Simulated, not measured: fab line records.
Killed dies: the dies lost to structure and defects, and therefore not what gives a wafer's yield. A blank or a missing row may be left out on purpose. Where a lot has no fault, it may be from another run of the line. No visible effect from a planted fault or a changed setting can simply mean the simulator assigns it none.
Problem report, 8D (eight disciplines) form, completed by code    flow sky130    the parts of the form that need people (team, actions taken, sign-off) are left out

1. WHAT WENT WRONG
A mean of 58.0 is read at SKY_PAD_OPEN_PROBE_99 for killed_at_M4_up, taken on 1 wafer of 1 lot, against 3.1 (standard deviation 1.6) on wafers free of any fault. That is +34 standard deviations from the usual mean.
The first sign was on wafer L286.5 at day 50 08:01, on prober-01. The record holds 21 wafers of 7 lots with a number at this step. Rule for "out", or "out of limits": more than 4 standard deviations from the usual mean. The rest of the wafers with a number are treated as sound.

2. WHAT IT IS AND WHAT IT IS NOT
question                     is                                                                                             is not
which readings at this step  killed_at_M4_up, defectLimitedYield, killedDies, sort_bin_5_function, sortNPass, sortYieldPct  killed_at_M0_to_M3, killedAtContacts, killedAtFrontEnd, killedAtOther, killedOpen, killedShort, sort_bin_6_memory
which lots                   L286                                                                                           L269, L272, L275, L284, L285, L287
which wafers of those lots   L286.5                                                                                         L286.3, L286.6
read on which tools          prober-01                                                                                      prober-02
when                         from day 50 08:01                                                                              up to then (19 sound wafers); but 1 sound wafer of L286 came after

3. SUSPECTS, AND WHAT RULES EACH OUT
Counting: if a tool at a process step up to the reading ran every lot that is out, it stays a suspect. Sound lots after the first of them don't rule it out here, since some wafers of a struck lot are sound.
- rieMetal-04 at SKY_CAP2M_METAL_ETCH_13 (etches TiN in Cl2/BCl3, stops on SiO2, target depth 220 nm, time 62.9 s): kept. It processed L286, the lot that is out, at day 46 01:53, and its most recent sound lot before then was L275 at day 42 17:02.
- pvdSputter-01 at SKY_VIA4_SPUTTER_17 (material TiN, target thk 20 nm, time 80 s): kept. It processed L286, the lot that is out, at day 47 21:38, and its most recent sound lot before then was L272 at day 43 19:44.
- pvdSputter-04 at SKY_METAL5_SPUTTER_04 (material TiN, target thk 70 nm, time 58.3 s): kept. It processed L286, the lot that is out, at day 47 22:35, and its most recent sound lot before then was L287 at day 47 22:20.
- prober-01 at SKY_PAD_OPEN_PROBE_99: kept. It processed L286, the lot that is out, at day 50 07:55, and its most recent sound lot before then was L285 at day 49 19:24. Out on those wafers are its own readings of defectLimitedYield, killed_at_M4_up, killedDies, sort_bin_5_function, sortNPass, sortYieldPct.
Left after counting: rieMetal-04 at SKY_CAP2M_METAL_ETCH_13, pvdSputter-01 at SKY_VIA4_SPUTTER_17, pvdSputter-04 at SKY_METAL5_SPUTTER_04, prober-01 at SKY_PAD_OPEN_PROBE_99.

4. THE CAUSE (what the simulator had put in)
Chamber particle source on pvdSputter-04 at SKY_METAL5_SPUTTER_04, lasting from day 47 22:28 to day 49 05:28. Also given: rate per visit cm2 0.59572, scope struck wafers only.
Counting leaves 4 suspects; this tool is one of them.

5. SEQUENCE OF EFFECTS, ordered by route
Rows list readings where the struck wafers' mean (over those with a number) sits beyond 3 standard deviations from the usual. Only readings whose record carries a usual standard deviation are examined. hours: median over the lots of the time between each lot's start at the first step of this table that gives one and its start at this step. sigmas: the change, counted in usual standard deviations.
hours  step                   reading              usual   on struck wafers  change  sigmas
0      SKY_PAD_OPEN_PROBE_99  defectLimitedYield   82.3 %  73.8              -8.5    -4.5
0      SKY_PAD_OPEN_PROBE_99  killed_at_M4_up      3.1     58.0              +54.9   +34
0      SKY_PAD_OPEN_PROBE_99  killedDies           87      129               +42     +4.6
0      SKY_PAD_OPEN_PROBE_99  sort_bin_5_function  10.4 %  17.1              +6.7    +4.2
0      SKY_PAD_OPEN_PROBE_99  sortNPass            405     363               -42     -4.6
0      SKY_PAD_OPEN_PROBE_99  sortYieldPct         82.3 %  73.8              -8.5    -4.5
Its process steps:
- SKY_PAD_OPEN_PROBE_99

6. WHAT WOULD HAVE CAUGHT IT SOONER
The fault began at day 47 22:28; the first out-of-limits reading in this record came at day 50 08:01, 58 hours later.
Tool readings at SKY_METAL5_SPUTTER_04 with a usual standard deviation given in the record: none out on any struck wafer, hence no alarm at a limit of 4 standard deviations on them.
By day 50 08:01 the whole set of lots that are out, 1 in number, had already begun SKY_METAL5_SPUTTER_04 on pvdSputter-04. Holding the tool at that point would not have protected any of them.
